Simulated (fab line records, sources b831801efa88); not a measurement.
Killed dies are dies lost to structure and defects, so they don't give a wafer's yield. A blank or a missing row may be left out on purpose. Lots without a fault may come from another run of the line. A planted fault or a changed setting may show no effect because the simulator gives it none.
Chamber matching | flow sky130 | SKY_LI_CONTACT_ETCH_14 on rie_diel-02: 4 sister chambers
The step etches BARC in N2/H2, stops on SiO2, time 45.9 s, target depth 60 nm. 16 wafers are shown with their chamber, then 8 later ones without.

WAFERS WITH THEIR CHAMBER
wafer  | chamber | drypump_motor_current_A (A) | oes_product_au (a.u.) | throttle_valve_pct (%)
L075.2 | 1       | 5.5                         | 0.855                 | 13.228
L075.3 | 3       | 5.7                         | 0.860                 | 13.228
L075.4 | 2       | 6.4                         | 0.855                 | 13.234
L078.3 | 2       | 6.4                         | 0.849                 | 13.237
L078.5 | 0       | 5.7                         | 0.856                 | 13.218
L078.6 | 3       | 5.8                         | 0.856                 | 13.230
L079.1 | 2       | 6.4                         | 0.849                 | 13.232
L079.4 | 1       | 5.5                         | 0.850                 | 13.236
L079.6 | 2       | 6.4                         | 0.845                 | 13.211
L082.1 | 0       | 5.7                         | 0.846                 | 13.229
L082.2 | 1       | 5.5                         | 0.851                 | 13.223
L082.3 | 3       | 5.7                         | 0.855                 | 13.223
L084.1 | 3       | 5.7                         | 0.847                 | 13.206
L084.3 | 1       | 5.5                         | 0.860                 | 13.237
L084.4 | 0       | 5.7                         | 0.856                 | 13.230
L091.1 | 0       | 5.7                         | 0.858                 | 13.234

SIGNATURES (means of the wafers above)
reading                 | chamber 0 | chamber 1 | chamber 2 | chamber 3 | scatter within a chamber
drypump_motor_current_A | 5.700     | 5.500     | 6.400     | 5.725     | 0.025
oes_product_au          | 0.85400   | 0.85400   | 0.84950   | 0.85450   | 0.00492
throttle_valve_pct      | 13.22775  | 13.23100  | 13.22850  | 13.22175  | 0.00937
Rule: a wafer's distance from a chamber is the root of the sum, over the readings, of the square of ((its reading less the chamber's mean) divided by the reading's scatter). The wafer belongs to the nearest chamber; if the next one is less than 2 further off, it can't be placed. The scatter: the root of (the sum of the squares of (reading less its chamber's mean) over the shown wafers, divided by (wafers less chambers)).

WAFERS WITHOUT THEIR CHAMBER
wafer  | drypump_motor_current_A (A) | oes_product_au (a.u.) | throttle_valve_pct (%)
L091.4 | 6.5                         | 0.853                 | 13.213
L091.5 | 5.7                         | 0.862                 | 13.225
L092.1 | 5.8                         | 0.853                 | 13.241
L092.5 | 5.7                         | 0.857                 | 13.214
L092.6 | 5.8                         | 0.858                 | 13.240
L095.1 | 5.7                         | 0.852                 | 13.211
L095.2 | 5.5                         | 0.858                 | 13.226
L095.6 | 6.4                         | 0.855                 | 13.217

WHICH CHAMBER EACH WENT THROUGH
wafer  | from the rows above     | in truth
L091.4 | 2                       | 2
L091.5 | can't be placed: 0 or 3 | 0
L092.1 | can't be placed: 3 or 0 | 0
L092.5 | can't be placed: 3 or 0 | 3
L092.6 | can't be placed: 3 or 0 | 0
L095.1 | can't be placed: 3 or 0 | 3
L095.2 | 1                       | 1
L095.6 | 2                       | 2
Placed correctly: 3 of 8. Can't be placed from these rows: 5 (the true chamber is among the candidates in 5). Placed wrongly: 0.
